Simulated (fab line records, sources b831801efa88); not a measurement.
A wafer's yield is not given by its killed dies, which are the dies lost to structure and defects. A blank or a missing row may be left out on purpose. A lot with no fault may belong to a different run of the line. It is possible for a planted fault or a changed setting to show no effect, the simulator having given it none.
Split-lot study -- flow sky130 -- route with 708 steps; 5 lots, 23 wafers read

== SPLIT DETAILS ==
At SKY_VT_ADJUST_NCORE_DEVELOP_06 (develop time 60 s), the setting devTempC was moved away from the recipe's 23 C on 7 of the 23 wafers read, by -12.6% to +10.9%. This setting was run at the recipe's value on the other wafers.

There is no step in the file separating the split from the reading.

== THE READING ==
cdNm at SKY_VT_ADJUST_NCORE_CD_MEAS_07, given in nm (cd target 380 nm). Fault-free wafers of this fab line usually give 379.5 nm, standard deviation 2.9 nm.

wafer,"tool, chamber at the split","devTempC as run, C",against the recipe,"cdNm, nm",against lot-mates on the recipe
L074.1,"lithoTrack-02, 0",25.5,+10.9%,369.9,-4.4
L074.2,"lithoTrack-02, 0",23,recipe,375.6,-
L074.3,"lithoTrack-02, 0",25.5,+10.9%,368.3,-5.9
L074.4,"lithoTrack-02, 0",25.5,+10.9%,365.6,-8.6
L074.5,"lithoTrack-02, 0",23,recipe,372.9,-
L075.1,"lithoTrack-01, 0",24.72,+7.5%,373.4,-4.9
L075.2,"lithoTrack-01, 0",23,recipe,379.2,-
L075.3,"lithoTrack-01, 0",23,recipe,377.6,-
L075.4,"lithoTrack-01, 0",24.72,+7.5%,372.8,-5.5
L075.5,"lithoTrack-01, 0",23,recipe,378.1,-
L077.1,"lithoTrack-01, 0",23,recipe,378.2,-
L077.2,"lithoTrack-01, 0",23,recipe,381.2,-
L077.3,"lithoTrack-01, 0",23,recipe,379.2,-
L077.5,"lithoTrack-01, 0",23,recipe,382.1,-
L077.6,"lithoTrack-01, 0",23,recipe,378.9,-
L078.3,"lithoTrack-04, 0",23,recipe,384.1,-
L078.4,"lithoTrack-04, 0",23,recipe,383.0,-
L078.5,"lithoTrack-04, 0",23,recipe,383.6,-
L080.1,"lithoTrack-04, 0",23,recipe,379.0,-
L080.2,"lithoTrack-04, 0",23,recipe,380.9,-
L080.3,"lithoTrack-04, 0",23,recipe,381.6,-
L080.4,"lithoTrack-04, 0",20.11,-12.6%,389.7,+9.2
L080.5,"lithoTrack-04, 0",20.11,-12.6%,388.7,+8.2

THE FIT
A straight line over all 23 wafers: cdNm changes by -0.911 nm for each +1% of devTempC; r = -0.89; the points scatter about the line by 2.7 nm.
The same after taking each lot's own level away (the mean of its wafers on the recipe; 23 wafers): -0.646 nm for each +1%; r = -0.95; scatter 1.2 nm.
According to that fit, moving devTempC by its largest amount changes the reading by 8.1 nm.
Across the lots, their own levels run from 374.25 to 383.57 nm, a range of 3.2 times the standard deviation given above.
Hence the slope depends on the lot-to-lot level, as the two fits are not the same.
Check: +7.83 nm against its lot-mates is what the line predicts for one of the wafers moved furthest among these (-12.6%) when that wafer is left out of the fit. It came out at +9.2 nm against them.

== OTHER SPLITS ON THESE WAFERS ==
Before the reading, these wafers also passed through other splits. Each is held against what the fit with the lots' levels taken away leaves over:
other split on the same wafers,wafers away from the commonest value,r with cdNm (lot level and that fit taken away)
SKY_VT_ADJUST_LVTN_SOFTBAKE_03 tempC,10,+0.28
SKY_VT_ADJUST_LVTN_IMPLANT_08 energyKev,9,+0.02

== THE FILE'S OWN FIT ==
cdNm changes by -0.654 nm for each +1% of devTempC, r = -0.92.
